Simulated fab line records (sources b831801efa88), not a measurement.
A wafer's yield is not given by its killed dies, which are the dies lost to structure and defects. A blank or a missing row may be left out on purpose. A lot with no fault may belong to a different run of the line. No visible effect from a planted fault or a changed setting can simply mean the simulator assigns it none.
Matching of chambers -- flow sky130 -- SKY_VIA2_CMP_24 on cmp-01 has 4 sister chambers
The step polishes, stops on SiO2, t overpolish 20 s, target thk 0 nm. 4 wafers are shown with their chamber, then 7 later ones without.

## WAFERS PAIRED WITH THEIR CHAMBERS
wafer,chamber,edge zone pressure frac
L686.2,1,0.997
L686.5,2,0.995
L687.3,3,1.005
L687.4,0,0.993

## WAFERS WHOSE CHAMBER IS MISSING
wafer,edge zone pressure frac
L687.5,1.008
L689.1,0.999
L689.2,1.002
L689.3,0.990
L690.1,0.999
L690.4,1.003
L690.6,1.005

## CHAMBER TAKEN BY EACH
wafer,from the rows above,in truth
L687.5,3,3
L689.1,can't be placed: 1 or 2 or 3 or 0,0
L689.2,can't be placed: 3 or 1 or 2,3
L689.3,can't be placed: 0 or 2 or 1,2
L690.1,can't be placed: 1 or 2 or 3 or 0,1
L690.4,can't be placed: 3 or 1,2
L690.6,3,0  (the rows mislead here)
Correctly placed: 1 of 7. Unplaceable from these rows: 5, with the true chamber sitting among the candidates in 4. 1 placed wrongly.
How it was worked out, from the rows above alone: a wafer's distance from a chamber is the root of the sum, over the readings, of the square of ((its reading less the chamber's mean) divided by the reading's scatter). If the next closest chamber is less than 2 further off than the closest, the wafer can't be placed; otherwise it belongs to the closest. The mean given for a chamber averages the wafers shown for that chamber. The scatter (one wafer shown for each chamber): square how far every hidden wafer sits from the nearest shown wafer, average those squares and take the square root.
